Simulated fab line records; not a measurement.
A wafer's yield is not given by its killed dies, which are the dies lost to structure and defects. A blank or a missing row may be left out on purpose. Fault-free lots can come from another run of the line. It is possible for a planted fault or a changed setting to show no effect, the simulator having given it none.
A sampling plan put to the test | flow sky130 | 37 faults told of in these records, all on one fab line, each judged by the records of the lots it struck
The plan is the line's own looks: the steps of the route at which a gauge or an inspection reads the wafer and doesn't change it. Where struck wafers have a number at a look and the file lists that look's usual mean and standard deviation on fault-free wafers, the look can be judged. Caught: at a look after the fault's first step, the mean of the struck wafers lies 4 or more of those standard deviations (sigma) from the usual mean. On the tool: the same test on the tool's own readings at the fault's steps. It also counts as caught if the struck wafers ran another recipe or if their record alone is blank.

## THE FAULTS, as the simulator had put them in
1. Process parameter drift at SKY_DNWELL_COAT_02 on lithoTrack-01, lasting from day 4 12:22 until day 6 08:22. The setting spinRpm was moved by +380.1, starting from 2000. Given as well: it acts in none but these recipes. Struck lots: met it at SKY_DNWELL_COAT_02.
2. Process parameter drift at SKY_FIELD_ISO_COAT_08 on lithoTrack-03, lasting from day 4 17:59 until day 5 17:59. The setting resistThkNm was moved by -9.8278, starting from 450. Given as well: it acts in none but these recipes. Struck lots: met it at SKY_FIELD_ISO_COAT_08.
3. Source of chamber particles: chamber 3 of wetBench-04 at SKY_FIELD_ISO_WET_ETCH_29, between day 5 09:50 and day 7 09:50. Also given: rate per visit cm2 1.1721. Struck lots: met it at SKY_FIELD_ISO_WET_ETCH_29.
4. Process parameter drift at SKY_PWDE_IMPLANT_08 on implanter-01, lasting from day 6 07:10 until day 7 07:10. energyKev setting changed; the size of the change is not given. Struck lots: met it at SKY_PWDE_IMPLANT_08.
5. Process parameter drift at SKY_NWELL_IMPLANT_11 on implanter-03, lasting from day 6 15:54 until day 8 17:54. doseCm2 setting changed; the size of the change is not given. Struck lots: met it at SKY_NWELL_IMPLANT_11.
6. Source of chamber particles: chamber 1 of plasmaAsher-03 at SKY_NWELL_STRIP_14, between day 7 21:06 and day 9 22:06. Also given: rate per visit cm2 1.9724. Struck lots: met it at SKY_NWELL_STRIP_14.
7. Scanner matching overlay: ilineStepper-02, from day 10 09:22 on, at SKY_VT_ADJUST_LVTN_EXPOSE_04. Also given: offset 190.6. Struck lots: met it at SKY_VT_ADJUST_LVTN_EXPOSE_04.
8. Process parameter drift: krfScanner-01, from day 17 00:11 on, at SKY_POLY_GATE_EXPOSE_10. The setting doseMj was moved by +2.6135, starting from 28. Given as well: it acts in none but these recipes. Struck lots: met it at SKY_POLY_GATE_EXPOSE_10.
9. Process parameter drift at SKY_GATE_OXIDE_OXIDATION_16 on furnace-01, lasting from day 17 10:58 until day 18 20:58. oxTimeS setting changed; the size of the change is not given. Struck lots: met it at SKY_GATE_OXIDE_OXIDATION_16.
10. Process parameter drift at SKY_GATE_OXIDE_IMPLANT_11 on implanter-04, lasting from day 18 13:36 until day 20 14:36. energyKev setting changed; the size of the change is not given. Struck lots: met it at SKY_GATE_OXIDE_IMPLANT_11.
11. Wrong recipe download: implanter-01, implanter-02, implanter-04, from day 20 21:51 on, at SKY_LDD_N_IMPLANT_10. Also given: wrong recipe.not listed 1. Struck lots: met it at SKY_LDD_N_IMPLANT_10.
12. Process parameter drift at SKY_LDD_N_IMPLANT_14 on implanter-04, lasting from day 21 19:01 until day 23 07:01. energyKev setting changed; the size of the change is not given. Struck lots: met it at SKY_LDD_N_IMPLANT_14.
13. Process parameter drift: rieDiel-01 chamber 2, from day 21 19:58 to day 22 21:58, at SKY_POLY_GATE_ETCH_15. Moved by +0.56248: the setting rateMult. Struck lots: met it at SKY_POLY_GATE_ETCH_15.
14. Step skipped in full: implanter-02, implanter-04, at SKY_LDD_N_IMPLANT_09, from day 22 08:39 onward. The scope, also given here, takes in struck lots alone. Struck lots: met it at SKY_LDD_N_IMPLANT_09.
15. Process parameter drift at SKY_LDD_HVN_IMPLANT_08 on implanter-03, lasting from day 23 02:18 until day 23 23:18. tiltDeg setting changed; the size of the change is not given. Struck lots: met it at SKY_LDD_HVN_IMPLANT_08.
16. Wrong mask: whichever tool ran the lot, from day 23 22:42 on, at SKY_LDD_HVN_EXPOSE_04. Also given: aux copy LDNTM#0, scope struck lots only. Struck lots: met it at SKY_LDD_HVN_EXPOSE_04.
17. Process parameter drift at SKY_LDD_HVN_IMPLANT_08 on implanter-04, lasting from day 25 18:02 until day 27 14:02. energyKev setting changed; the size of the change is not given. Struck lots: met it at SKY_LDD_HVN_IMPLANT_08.
18. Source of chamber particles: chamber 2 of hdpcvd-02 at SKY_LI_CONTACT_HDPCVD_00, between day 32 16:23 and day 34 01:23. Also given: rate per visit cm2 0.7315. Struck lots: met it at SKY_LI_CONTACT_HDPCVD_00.
19. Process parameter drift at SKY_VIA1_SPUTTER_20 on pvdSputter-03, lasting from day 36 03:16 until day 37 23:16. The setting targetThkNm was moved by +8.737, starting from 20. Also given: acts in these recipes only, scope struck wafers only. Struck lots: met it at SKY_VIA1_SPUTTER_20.
20. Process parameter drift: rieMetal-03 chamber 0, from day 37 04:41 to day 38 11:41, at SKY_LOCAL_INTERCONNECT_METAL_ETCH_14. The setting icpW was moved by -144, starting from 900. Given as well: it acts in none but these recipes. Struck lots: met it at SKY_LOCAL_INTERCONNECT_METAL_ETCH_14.
21. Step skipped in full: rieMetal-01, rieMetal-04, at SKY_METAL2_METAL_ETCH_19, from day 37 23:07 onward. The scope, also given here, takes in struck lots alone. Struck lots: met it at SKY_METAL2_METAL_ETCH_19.
22. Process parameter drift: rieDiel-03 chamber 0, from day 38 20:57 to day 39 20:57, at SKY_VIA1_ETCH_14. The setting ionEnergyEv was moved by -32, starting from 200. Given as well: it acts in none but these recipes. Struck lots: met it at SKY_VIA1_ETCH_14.
23. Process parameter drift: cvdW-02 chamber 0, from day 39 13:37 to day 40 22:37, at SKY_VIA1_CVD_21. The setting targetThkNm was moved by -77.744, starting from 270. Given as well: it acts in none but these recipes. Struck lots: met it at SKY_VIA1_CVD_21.
24. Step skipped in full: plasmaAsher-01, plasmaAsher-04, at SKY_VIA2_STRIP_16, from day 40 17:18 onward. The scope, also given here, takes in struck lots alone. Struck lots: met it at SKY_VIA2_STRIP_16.
25. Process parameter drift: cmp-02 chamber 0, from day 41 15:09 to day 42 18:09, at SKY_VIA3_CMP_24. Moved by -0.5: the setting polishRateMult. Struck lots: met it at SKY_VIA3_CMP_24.
26. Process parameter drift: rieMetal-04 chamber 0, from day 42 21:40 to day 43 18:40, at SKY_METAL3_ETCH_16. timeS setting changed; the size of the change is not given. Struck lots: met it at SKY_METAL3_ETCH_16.
27. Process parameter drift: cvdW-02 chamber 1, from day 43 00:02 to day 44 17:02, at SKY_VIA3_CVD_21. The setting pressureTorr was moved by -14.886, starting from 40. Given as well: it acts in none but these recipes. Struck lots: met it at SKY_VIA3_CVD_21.
28. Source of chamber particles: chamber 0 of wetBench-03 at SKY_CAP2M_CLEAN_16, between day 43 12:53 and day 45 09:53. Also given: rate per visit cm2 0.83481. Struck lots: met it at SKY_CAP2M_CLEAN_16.
29. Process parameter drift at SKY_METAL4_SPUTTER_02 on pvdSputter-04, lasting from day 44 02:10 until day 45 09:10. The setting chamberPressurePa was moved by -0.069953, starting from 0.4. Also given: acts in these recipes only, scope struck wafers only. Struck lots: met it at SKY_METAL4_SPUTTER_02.
30. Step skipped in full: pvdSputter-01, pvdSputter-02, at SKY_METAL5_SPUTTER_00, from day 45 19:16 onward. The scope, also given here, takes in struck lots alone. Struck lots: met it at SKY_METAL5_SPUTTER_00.
31. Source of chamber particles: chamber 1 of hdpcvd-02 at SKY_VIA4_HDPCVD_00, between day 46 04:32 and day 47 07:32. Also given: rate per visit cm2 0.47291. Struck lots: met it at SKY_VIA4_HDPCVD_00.
32. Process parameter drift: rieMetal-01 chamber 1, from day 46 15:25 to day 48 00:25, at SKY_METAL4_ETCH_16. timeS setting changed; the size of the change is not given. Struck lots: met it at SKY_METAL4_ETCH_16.
33. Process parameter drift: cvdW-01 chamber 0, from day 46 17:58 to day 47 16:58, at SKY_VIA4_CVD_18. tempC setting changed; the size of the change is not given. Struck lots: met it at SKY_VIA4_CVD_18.
34. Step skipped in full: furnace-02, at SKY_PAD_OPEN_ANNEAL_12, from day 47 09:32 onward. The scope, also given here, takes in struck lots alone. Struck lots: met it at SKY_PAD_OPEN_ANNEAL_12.
35. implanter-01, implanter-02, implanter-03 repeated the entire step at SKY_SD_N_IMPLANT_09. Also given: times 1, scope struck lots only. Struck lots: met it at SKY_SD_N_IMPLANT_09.
36. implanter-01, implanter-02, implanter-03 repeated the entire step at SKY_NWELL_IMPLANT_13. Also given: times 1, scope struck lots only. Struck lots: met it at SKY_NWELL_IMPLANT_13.
37. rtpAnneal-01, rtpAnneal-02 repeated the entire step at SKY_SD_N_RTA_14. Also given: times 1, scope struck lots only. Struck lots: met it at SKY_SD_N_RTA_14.

## WHAT THE PLAN SAW
fault | on the tool itself                               | first look that catches it                      | reading, sigma                                        | median hours from its first step to that look | hours from the fault's start to the first struck lot there | judged looks passed uncaught
1     | spinSpeedRpm +99 or beyond sigma                 | not the one look that can be judged after it    | -                                                     | -                                             | -                                                          | 1
2     | no reading that can be judged                    | not the one look that can be judged after it    | -                                                     | -                                             | -                                                          | 1
3     | no reading that can be judged                    | not the one look that can be judged after it    | -                                                     | -                                             | -                                                          | 1
4     | beamEnergyKeV +99 or beyond sigma                | no look after it can be judged                  | -                                                     | -                                             | -                                                          | 0
5     | doseIonsCm2 +99 or beyond sigma                  | SKY_NWELL_TW_MEAS_15                            | NWELL_TW +4.6                                         | 0.6                                           | 2                                                          | 0
6     | under 2 sigma                                    | not the one look that can be judged after it    | -                                                     | -                                             | -                                                          | 1
7     | no reading that can be judged                    | SKY_VT_ADJUST_LVTN_OVL_MEAS_07                  | VT_ADJUST_LVTN_OVL +99 or beyond                      | 11.9                                          | 14                                                         | 0
8     | exposureDoseMJCm2 +76 sigma                      | SKY_POLY_GATE_CD_MEAS_13                        | cdNm -9.9                                             | 14.9                                          | 18                                                         | 0
9     | under 2 sigma                                    | no look after it can be judged                  | -                                                     | -                                             | -                                                          | 0
10    | beamEnergyKeV +99 or beyond sigma                | no look after it can be judged                  | -                                                     | -                                             | -                                                          | 0
11    | under 2 sigma                                    | SKY_LDD_N_TW_MEAS_17                            | LDD_N_TW -7.7                                         | 1.0                                           | 5                                                          | 0
12    | beamEnergyKeV -99 or beyond sigma                | no look after it can be judged                  | -                                                     | -                                             | -                                                          | 0
13    | under 2 sigma                                    | SKY_POLY_GATE_CD_MEAS_22                        | cdNm -5.2                                             | 2.0                                           | 11                                                         | 0
14    | the tool's record is blank for the struck wafers | SKY_LDD_N_TW_MEAS_17                            | LDD_N_TW -9.5                                         | 1.1                                           | 6                                                          | 0
15    | tiltDeg -99 or beyond sigma                      | SKY_LDD_HVN_TW_MEAS_10                          | LDD_HVN_TW -22                                        | 0.2                                           | 8                                                          | 0
16    | no reading that can be judged                    | SKY_LDD_HVN_TW_MEAS_10                          | LDD_HVN_TW -99 or beyond                              | 15.0                                          | 20                                                         | 0
17    | beamEnergyKeV +99 or beyond sigma                | none of the 2 looks that can be judged after it | strongest: LDD_HVN_TW at SKY_LDD_HVN_TW_MEAS_10, +3.9 | -                                             | -                                                          | 2
18    | no reading that can be judged                    | no look after it can be judged                  | -                                                     | -                                             | -                                                          | 0
19    | under 2 sigma                                    | no look after it can be judged                  | -                                                     | -                                             | -                                                          | 0
20    | rfFwdPowerW -40 sigma                            | no look after it can be judged                  | -                                                     | -                                             | -                                                          | 0
21    | the tool's record is blank for the struck wafers | no look after it can be judged                  | -                                                     | -                                             | -                                                          | 0
22    | under 2 sigma                                    | no look after it can be judged                  | -                                                     | -                                             | -                                                          | 0
23    | under 2 sigma                                    | SKY_VIA1_RS_MEAS_22                             | VIA1_W_RS +40                                         | 0.1                                           | 15                                                         | 0
24    | the tool's record is blank for the struck wafers | no look after it can be judged                  | -                                                     | -                                             | -                                                          | 0
25    | overpolishRunS -99 or beyond sigma               | no look after it can be judged                  | -                                                     | -                                             | -                                                          | 0
26    | oesProductAu +37 sigma                           | no look after it can be judged                  | -                                                     | -                                             | -                                                          | 0
27    | chamberPressureTorr -99 or beyond sigma          | SKY_VIA3_RS_MEAS_22                             | VIA3_W_RS +23                                         | 0.1                                           | 11                                                         | 0
28    | no reading that can be judged                    | not the one look that can be judged after it    | -                                                     | -                                             | -                                                          | 1
29    | chamberPressurePa -82 sigma                      | none of the 5 looks that can be judged after it | -                                                     | -                                             | -                                                          | 5
30    | the tool's record is blank for the struck wafers | no look after it can be judged                  | -                                                     | -                                             | -                                                          | 0
31    | no reading that can be judged                    | no look after it can be judged                  | -                                                     | -                                             | -                                                          | 0
32    | runLengthS -90 sigma                             | no look after it can be judged                  | -                                                     | -                                             | -                                                          | 0
33    | susceptorTempC +45 sigma                         | SKY_VIA4_RS_MEAS_19                             | VIA4_W_RS -16                                         | 0.1                                           | 4                                                          | 0
34    | the tool's record is blank for the struck wafers | SKY_PAD_OPEN_BOW_MEAS_13                        | PAD_OPEN_BOW +6.9                                     | 1.5                                           | 2                                                          | 0
35    | under 2 sigma                                    | SKY_SD_N_RS_MEAS_16                             | SD_N_RS -43                                           | 1.0                                           | -                                                          | 1
36    | no reading that can be judged                    | SKY_NWELL_RS_MEAS_29                            | NWELL_RS -8.4                                         | 20.1                                          | -                                                          | 1
37    | under 2 sigma                                    | no look after it can be judged                  | -                                                     | -                                             | -                                                          | 0
A dash: this means the fault isn't caught or the number doesn't appear in these records.

Caught at a look: 14 of 37. Caught on the tool: 20 of 37. By one or the other: 27 of 37.
On the tool alone, faults 1, 4, 10, 12, 17, 20, 21, 24, 25, 26, 29, 30, 32 were caught.
Caught at a look alone: faults 7, 11, 13, 16, 23, 35, 36.
Caught by neither: faults 2, 3, 6, 9, 18, 19, 22, 28, 31, 37.

## THINNER SAMPLING
Were the look that catches a fault to measure just every second or every third lot (counted by lot number), the first struck lot would, at worst, be measured this late:
fault | struck lots at that look, in order of time | every lot | every second lot | every third lot
5     | L318, L323                                 | 2 h       | 32 h             | may miss all 2
7     | L688, L691, L695                           | 14 h      | 37 h             | may miss all 3
8     | L954, L957, L958, L961                     | 18 h      | 41 h             | may miss all 4
11    | L235, L236, L237, L238                     | 5 h       | 12 h             | 22 h
13    | L840, L841                                 | 11 h      | 16 h             | may miss all 2
14    | L894, L895, L896                           | 6 h       | 13 h             | 23 h
15    | L735, L736                                 | 8 h       | 21 h             | may miss all 2
16    | L317                                       | 20 h      | may miss it      | may miss it
23    | L741                                       | 15 h      | may miss it      | may miss it
27    | L533, L535, L536                           | 11 h      | 34 h             | may miss all 3
33    | L529, L532                                 | 4 h       | 20 h             | may miss all 2
34    | L146, L147                                 | 2 h       | 12 h             | may miss all 2
The hour figures run from when the fault began to the first measured lot among those it struck. The test against the limit of 4 sigma pooled every struck wafer, which means one lot taken alone may stay below that limit. Other struck lots may not be in these records.

## THE LONGEST TIMED WAY FROM STEP TO LOOK
Fault 36: a median of 20.1 hours passes between SKY_NWELL_IMPLANT_13 and SKY_NWELL_RS_MEAS_29. The look between them that can be judged stayed within 4 sigma: SKY_NWELL_TW_MEAS_26.
